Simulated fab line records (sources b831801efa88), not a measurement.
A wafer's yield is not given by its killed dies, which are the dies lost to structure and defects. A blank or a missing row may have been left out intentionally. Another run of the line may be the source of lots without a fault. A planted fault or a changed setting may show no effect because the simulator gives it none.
Struck lot and sound lot, side by side :: flow sfq_line :: 32 steps out of a route of 325
Sound: wafers L140.2, L140.5, L140.6. Wafers struck: L157.1, L157.3, L157.6. The cause is given at the end.
Each step with rows lists, per side, the tool, then ch with its chambers, then its first start. Under that, the readings that differ: sound wafers :: struck wafers :: difference of the means :: sigmas: that difference in standard deviations of wafers without a fault.
alike: words and numbers the same on both sides, and readings whose means are apart by under 2 such deviations; not compared: readings that were withheld, readings missing a value for some wafer, numbers with overlapping values and no deviation given by the record, and bounds like >300 which may hide the same value.
A row with sigmas, a row that says differs or no value, or rows on one side alone: a step with any of these is where the two part. Numbers that have no deviation but don't overlap get no sigmas and don't part them. A reading that every wafer of one side lacks parts them only if that side has two wafers or more.

SFQ_INCOMING_BOW_MEAS_900:
  sound: film_metro-02 at day 2 11:01; struck: film_metro-03 at day 6 00:00
  alike: INCOMING_BOW
then, 1 step without rows for these wafers: SFQ_TRILAYER_INCOMING_OXIDATION_002 (target thk 500 nm, ox time 4939 s).
SFQ_TRILAYER_L0_DEP_SPUTTER_003: material MoNx KI, target thk 40 nm, time 100 s.
  sound: pvd_sputter-05 at day 2 13:29; struck: pvd_sputter-05 at day 6 02:29
reading: model.MoNx_KI_of_TRILAYER_L0_DEP_SPUTTER_003.thk_nm (nm)
sound: 40.05 39.81 38.78
struck: 27.85 28.44 28.27
difference: -11.36
sigmas: 
  alike: throttle_valve_pct
SFQ_L0_RS_MEAS_901: a four-point-probe measurement.
  sound: film_metro-01 at day 2 13:35; struck: film_metro-04 at day 6 02:34
reading: L0_MONX_KI_RS (ohm/sq)
sound: 43.4 43.5 44.8
struck: 62.6 61.2 61.6
difference: +17.9
sigmas: +30
SFQ_L0_THK_MEAS_902: measures by xrf.
  sound: film_metro-01 at day 2 13:41; struck: film_metro-04 at day 6 02:41
reading: L0_MONX_KI_THK (nm)
sound: 40.5 40.2 39.0
struck: 28.0 28.7 28.4
difference: -11.5
sigmas: -21
then, 7 steps without rows for these wafers: SFQ_TRILAYER_L0_LITHO_COAT_010 (resist thk 62 nm); SFQ_TRILAYER_L0_LITHO_COAT_005 (resist thk 600 nm); SFQ_TRILAYER_L0_LITHO_SOFTBAKE_009; SFQ_TRILAYER_L0_LITHO_EXPOSE_006 (exposes mask L0, target cd 2000 nm); SFQ_TRILAYER_L0_LITHO_PEB_008 (peb time 60 s); SFQ_TRILAYER_L0_LITHO_DEVELOP_007 (time 60 s); SFQ_TRILAYER_L0_BARC_OPEN_METAL_ETCH_010 (etches BARC in O2, target depth 125 nm, time 41.7 s).
-- the record jumps here: 4 days lie between the struck wafers' starts before and after --
SFQ_TRILAYER_L0_ETCH_METAL_ETCH_008: etches MoNx KI in SF6/O2, stops on SiO2, target depth 50 nm, time 25 s.
  sound on rie_metal-03 ch 0,1, day 5 09:48; struck on rie_metal-04 ch 0,1, day 9 15:19
reading: oes_product_au (a.u.)
sound: 0.871 0.879 0.855
struck: 0.721 0.732 0.725
difference: -0.142
sigmas: -19
  alike: drypump_motor_current_A
  not compared: rf_hours_counter_h
SFQ_TRILAYER_L0_STRIP_STRIP_009: strips in O2.
  sound on rie_metal-03 ch 0,1, day 5 09:51; struck on rie_metal-04 ch 0,1, day 9 15:22
reading: oes_product_au (a.u.)
sound: 1.021 1.018 1.025
struck: 0.993 0.994 0.993
difference: -0.028
sigmas: -2
  alike: drypump_motor_current_A
  not compared: rf_hours_counter_h
then, 1 step without rows for these wafers: SFQ_TRILAYER_L0_STRIP_SOLV_CLEAN_010 (cleans in NMP, time 600 s).
SFQ_TRILAYER_L0_CAP_PECVD_011: deposits SiO2 from SiH4/N2O, time 13.333 s, target thk 60 nm.
  sound on pecvd-04 ch 0,1, day 5 10:37; struck on pecvd-04 ch 0,2, day 9 16:08
  alike: chamber_pressure_Torr, heater_power_w, throttle_valve_pct
  not compared: since_wet_clean_h
then, 6 steps without rows for these wafers: SFQ_TRILAYER_L0_VIA_LITHO_COAT_018 (resist thk 62 nm); SFQ_TRILAYER_L0_VIA_LITHO_COAT_013 (resist thk 650 nm); SFQ_TRILAYER_L0_VIA_LITHO_SOFTBAKE_017; SFQ_TRILAYER_L0_VIA_LITHO_EXPOSE_014 (exposes mask L0V, target cd 700 nm); SFQ_TRILAYER_L0_VIA_LITHO_PEB_016 (peb time 60 s); SFQ_TRILAYER_L0_VIA_LITHO_DEVELOP_015 (time 60 s).
-- the record jumps here: 5 days lie between the struck wafers' starts before and after --
SFQ_L0V_OVL_MEAS_903:
  sound: overlay-01 at day 8 22:03; struck: overlay-02 at day 14 13:55
  alike: L0V_OVL
SFQ_TRILAYER_L0_VIA_BARC_OPEN_VIA_ETCH_021: etches BARC in O2, target depth 125 nm, time 41.7 s.
  sound on rie_diel-03 ch 0,1, day 8 22:05; struck on rie_diel-03 ch 0,1, day 14 13:57
  alike: drypump_motor_current_A, oes_product_au
  not compared: rf_hours_counter_h
then, 1 step without rows for these wafers: SFQ_TRILAYER_L0_VIA_ETCH_VIA_ETCH_016 (etches SiO2 in CHF3, stops on MoNx KI, target depth 80 nm).
SFQ_TRILAYER_L0_VIA_STRIP_STRIP_017: strips in O2.
  sound on rie_metal-01 ch 0,1, day 8 22:10; struck on rie_metal-04 ch 0, day 14 14:02
reading: oes_product_au (a.u.)
sound: 1.010 1.002 1.005
struck: 0.963 0.966 0.973
difference: -0.038
sigmas: -3
  alike: drypump_motor_current_A
  not compared: rf_hours_counter_h
then, 2 steps without rows for these wafers: SFQ_TRILAYER_L0_VIA_STRIP_SOLV_CLEAN_018 (cleans in NMP, time 600 s); SFQ_TRILAYER_M0_DEP_PRE_CLEAN_020 (time 15 s).
SFQ_TRILAYER_M0_DEP_SPUTTER_019: material Nb, target thk 200 nm, time 133.3 s.
  sound: pvd_sputter-06 at day 8 22:58; struck: pvd_sputter-05 at day 14 14:50
  alike: resputter_cathode_voltage_v, throttle_valve_pct
SFQ_M0_RS_MEAS_904: a four-point-probe measurement.
  sound: film_metro-03 at day 8 23:05; struck: film_metro-03 at day 14 14:56
  alike: M0_NB_RS
then, 1 step without rows for these wafers: SFQ_TRILAYER_M0_LITHO_COAT_026 (resist thk 62 nm).
-- the record jumps here: 72 days lie between the struck wafers' starts before and after --
SFQ_M8_BOW_MEAS_951:
  sound: film_metro-01 at day 80 06:35; struck: film_metro-01 at day 86 11:08
reading: model.etest.l0.ohm_sq
sound: 43.43 43.69 44.85
struck: 62.46 61.17 61.54
difference: +17.73
sigmas: 

reading: model.etest.l0v.link_ohm
sound: 44.37 44.61 45.79
struck: 63.38 62.09 62.47
difference: +17.72
sigmas: 

reading: model.etest.l0.ohm_um
sound: 21.68 21.82 22.39
struck: 31.24 30.59 30.78
difference: +8.91
sigmas: 
  alike: M8_BOW

== WHERE THEY PART ==
Earliest at SFQ_L0_RS_MEAS_901; latest, in this record, at SFQ_TRILAYER_L0_VIA_STRIP_STRIP_017. Later steps at which nothing parts them and some readings are alike: SFQ_TRILAYER_M0_DEP_SPUTTER_019, SFQ_M0_RS_MEAS_904, SFQ_M8_BOW_MEAS_951.

WHY: what had been put in by the simulator
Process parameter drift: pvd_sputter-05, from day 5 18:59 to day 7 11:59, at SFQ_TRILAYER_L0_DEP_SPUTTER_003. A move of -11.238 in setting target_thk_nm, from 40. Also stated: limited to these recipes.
